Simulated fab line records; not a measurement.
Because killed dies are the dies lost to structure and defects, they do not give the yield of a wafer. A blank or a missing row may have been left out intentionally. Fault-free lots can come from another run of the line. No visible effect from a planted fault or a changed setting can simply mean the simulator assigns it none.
A lot that was struck, set against a sound lot	flow sky130	16 steps out of a route of 708
Sound: these wafers, L177.3, L177.4, L177.6. Wafers struck: L170.1, L170.2, L170.5. The cause comes at the end.
Per side, at each step with rows, come the tool, then ch with its chambers, and then its first start. Under that, the readings that differ: sound wafers	struck wafers	difference of the means	sigmas: that difference in standard deviations of wafers without a fault.
alike: readings with means less than 2 such deviations apart, plus words and numbers identical on both sides. not compared: withheld readings, readings lacking a value on some wafer, bounds such as >300 that could conceal the same value, and numbers that have no deviation in the record and whose values overlap.
Wherever a step has rows on one side only, a row that says differs or no value, or a row with sigmas, the two part there. When numbers do not overlap yet have no deviation, they are printed without sigmas and do not part them. Lack of a reading on every wafer of one side parts them only where that side has two or more wafers.

first, 5 steps without rows for these wafers: SKY_POLY_GATE_COAT_08 (resist thk 450 nm); SKY_POLY_GATE_SOFTBAKE_09 (time 90 s); SKY_POLY_GATE_EXPOSE_10 (exposes mask P1M, target cd 150 nm); SKY_POLY_GATE_PEB_11; SKY_POLY_GATE_DEVELOP_12 (develop time 57.07 s).
SKY_POLY_GATE_CD_MEAS_13 targets a cd of 150 nm.
  sound: cd sem-02 at day 22 20:01; struck: cd sem-02 at day 20 03:14
reading	sound	struck	difference	sigmas
cd nm (nm)	150.9 151.9 151.7	146.8 147.2 147.4	-4.4	-3
SKY_POLY_GATE_OVL_MEAS_14:
  sound: overlay-02 at day 22 20:06; struck: overlay-02 at day 20 03:21
  alike: POLY_GATE_OVL
SKY_POLY_GATE_ETCH_15: etches BARC in N2/H2, stops on SiO2, time 118.5 s, target depth 110 nm.
  sound on rie diel-04 ch 0,1, day 22 20:07; struck on rie diel-02 ch 2,3, day 20 03:23
  alike: drypump motor current A, h2 flow sccm, oes product au, throttle valve pct
  not compared: rf hours counter h
SKY_POLY_GATE_ETCH_16: etches Si3N4 in CH3F/O2, stops on poly-Si, time 147.5 s, target depth 75 nm.
  sound on rie diel-04 ch 0,1, day 22 20:13; struck on rie diel-02 ch 2,3, day 20 03:28
  alike: drypump motor current A, oes product au, throttle valve pct
  not compared: rf hours counter h
SKY_POLY_GATE_ETCH_17: etches poly-Si in HBr/Cl2, stops on SiO2, target depth 180 nm, time 70.5 s.
  sound on rie si-02 ch 0,2, day 22 20:18; struck on rie si-02 ch 1,2, day 20 03:34
  alike: drypump motor current A, oes product au, throttle valve pct
  not compared: rf hours counter h
SKY_POLY_GATE_STRIP_18: strips in O2/N2.
  sound on plasma asher-04 ch 0,1, day 22 20:23; struck on plasma asher-02 ch 0,1, day 20 03:37
  alike: drypump motor current A, oes product au, strip time to endpoint s
  not compared: rf hours counter h
then, 1 step without rows for these wafers: SKY_POLY_GATE_CLEAN_19 (cleans in SC1/SC2, time 150 s).
SKY_POLY_GATE_OXIDATION_20: stabilise 600 s, purge 300 s, target thk 4 nm.
  sound on furnace-01 ch 0, day 22 20:31; struck on furnace-02 ch 0, day 20 03:46
reading	sound	struck	difference	sigmas
spike tc bottom C (C)	869.2 870.6 870.0	887.4 888.3 890.0	+18.6	+12
spike tc centre C (C)	848.7 850.2 850.3	869.2 868.6 869.0	+19.2	+12
spike tc lower C (C)	850.7 849.9 848.1	865.2 867.4 866.7	+16.9	+17
spike tc top C (C)	862.0 861.6 860.6	882.4 882.3 879.9	+20.1	+7
spike tc upper C (C)	850.3 850.3 847.9	865.4 867.0 867.3	+17.1	+14
tube center temp C (C)	849.84 849.95 849.92	866.3 866.17 866.33	+16.4	+99 or more
tube_center_temp_C_max	851.5 852.2 852.8	868.9 868.5 868.3	+16.4	+43
model.SiO2_of_POLY_GATE_OXIDATION_20.thk nm (nm)	4.015 4.001 3.982	4.946 4.803 4.899	+0.883	
SKY_POLY_GATE_THK_MEAS_21:
  sound: film metro-01 at day 22 21:47; struck: film metro-04 at day 20 05:15
reading	sound	struck	difference	sigmas
POLY_GATE_OXIDATION_THK (nm)	4.03 4.02 3.99	4.93 4.82 4.90	+0.87	+11
  not compared: hold
SKY_POLY_GATE_CD_MEAS_22:
  sound: cd sem-02 at day 22 21:53; struck: cd sem-02 at day 20 09:41
reading	sound	struck	difference	sigmas
hold	- - -	await dispo/4.4h/release await dispo/4.4h/release await dispo/4.4h/release	no value on the sound wafers	
  alike: cd nm
-- a jump in the record: the struck wafers' starts before and after are 28 days apart (it breaks off in module POLY_GATE and resumes in module PAD_OPEN, where the first step shown is number 708 of the route) --
SKY_PAD_OPEN_PROBE_99:
  sound: prober-02 at day 50 01:05; struck: prober-02 at day 48 08:02
reading	sound	struck	difference	sigmas
model.etest.tip sonos.rs ohm sq	2651 2610 2598	3017 2864 2929	+317	
model.etest.tip n.rs ohm sq	441.3 440.7 441.2	461 459.1 459.9	+19	
model.etest.res pdiff.rs ohm sq	197.2 194.1 196.7	203.3 202.3 200.6	+6.1	
  alike: killed_at_M0_to_M3, killed_at_M4_up, killed at contacts, killed at front end, killed at other, killed dies, killed open, killed short

WHERE THEY PART
First at SKY_POLY_GATE_CD_MEAS_13; last, within this record, at SKY_POLY_GATE_CD_MEAS_22. Later steps at which nothing parts them and some readings are alike: SKY_PAD_OPEN_PROBE_99.

WHY: what had been put in by the simulator
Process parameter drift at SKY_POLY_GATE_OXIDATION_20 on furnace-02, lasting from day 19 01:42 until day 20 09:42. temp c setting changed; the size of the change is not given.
